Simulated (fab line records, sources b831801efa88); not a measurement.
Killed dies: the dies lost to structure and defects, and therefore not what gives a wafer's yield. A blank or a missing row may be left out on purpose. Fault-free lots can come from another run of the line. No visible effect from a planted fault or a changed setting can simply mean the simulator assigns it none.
Struck lot and sound lot, side by side | flow sky130 | 23 out of 708 route steps
Sound: the wafers L534.2, L534.4, L534.5. Struck: wafers L526.1, L526.4, L526.5. At the end, the cause is stated.
For every step that has rows: the tool of each side, followed by ch and its chambers, followed by its first start. Under that, the readings that differ: sound wafers | struck wafers | difference of the means | sigmas: that difference in standard deviations of wafers without a fault.
alike: readings with means less than 2 such deviations apart, plus words and numbers identical on both sides. not compared: withheld readings, readings lacking a value on some wafer, bounds such as >300 that could conceal the same value, and numbers that have no deviation in the record and whose values overlap.
A row with sigmas, a row that says differs or no value, or rows on one side alone: a step with any of these is where the two part. Non-overlapping numbers with no deviation appear without sigmas and do not part them. A reading that every wafer of one side lacks parts them only if that side has two wafers or more.

first, 8 steps without rows for these wafers: SKY_LDD_N_IMPLANT_08; SKY_LDD_N_IMPLANT_09; SKY_LDD_N_IMPLANT_10; SKY_LDD_N_IMPLANT_11; SKY_LDD_N_IMPLANT_12; SKY_LDD_N_IMPLANT_13; SKY_LDD_N_IMPLANT_14; SKY_LDD_N_IMPLANT_15.
SKY_LDD_N_STRIP_16: strips in O2/N2.
  sound on plasmaAsher-02 ch 0,1, day 23 17:55; struck on plasmaAsher-03 ch 0,1, day 20 16:07
  alike: drypumpMotorCurrentA, oesProductAu, stripTimeToEndpointS
  not compared: rfHoursCounterH
SKY_LDD_N_TW_MEAS_17:
  struck on filmMetro-04, day 20 16:13; sound on filmMetro-04, day 23 18:01
  alike: LDD_N_TW
then, 2 steps without rows for these wafers: SKY_LDD_P_DEHYDRATE_00 (time 60 s); SKY_LDD_P_HMDS_01 (prime time 60 s).
SKY_LDD_P_COAT_02: resist thk 1140 nm.
  sound on lithoTrack-02 ch 0, day 24 09:01; struck on lithoTrack-02 ch 0, day 21 06:50
reading                                   | sound                | struck               | difference | sigmas
spinSpeedRpm (rpm)                        | 3000.2 3002.1 2996.5 | 3267.5 3272.0 3267.5 | +269.4     | +99 or more
model.NOVOLAK_of_LDD_P_COAT_02.thkNm (nm) | 1145 1144 1146       | 1093 1092 1094       | -52        | 
then, 3 steps without rows for these wafers: SKY_LDD_P_SOFTBAKE_03 (time 60 s); SKY_LDD_P_EXPOSE_04 (exposes mask PSDM, target cd 380 nm); SKY_LDD_P_PEB_05.
SKY_LDD_P_DEVELOP_06: develop time 60 s.
  sound on lithoTrack-04 ch 0, day 24 23:12; struck on lithoTrack-03 ch 0, day 21 22:37
reading                                   | sound          | struck         | difference | sigmas
model.NOVOLAK_of_LDD_P_COAT_02.thkNm (nm) | 1145 1143 1146 | 1092 1092 1093 | -52        | 
SKY_LDD_P_CD_MEAS_07: target cd 380 nm.
  struck on cdSem-01, day 21 22:46; sound on cdSem-02, day 24 23:20
reading   | sound             | struck            | difference | sigmas
cdNm (nm) | 379.8 379.0 375.8 | 385.1 386.0 385.3 | +7.3       | +3
SKY_LDD_P_OVL_MEAS_08:
  struck on overlay-02, day 21 22:53; sound on overlay-01, day 24 23:27
  alike: LDD_P_OVL
then, 1 step without rows for these wafers: SKY_LDD_P_IMPLANT_09.
SKY_LDD_P_STRIP_10: strips in O2/N2.
  sound on plasmaAsher-04 ch 0,1, day 24 23:38; struck on plasmaAsher-01 ch 0,1, day 21 23:04
reading                  | sound             | struck            | difference | sigmas
drypumpMotorCurrentA (A) | 5.5 4.9 5.5       | 6.1 5.8 6.1       | +0.7       | +2
stripTimeToEndpointS (s) | 14.24 14.22 14.25 | 13.61 13.61 13.64 | -0.62      | -13
  alike: oesProductAu
  not compared: rfHoursCounterH
SKY_LDD_P_TW_MEAS_11:
  struck on filmMetro-04, day 21 23:10; sound on filmMetro-02, day 24 23:44
  alike: LDD_P_TW
then, 1 step without rows for these wafers: SKY_PAD_OPEN_PROBE_99.

## WHERE THEY PART
At SKY_LDD_P_COAT_02 first; at SKY_LDD_P_STRIP_10 last (within this record only). Later steps at which nothing parts them and some readings are alike: SKY_LDD_P_TW_MEAS_11.

WHY: whatever the simulator had introduced
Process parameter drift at SKY_LDD_P_COAT_02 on lithoTrack-02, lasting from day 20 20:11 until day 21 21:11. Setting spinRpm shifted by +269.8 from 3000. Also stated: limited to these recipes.
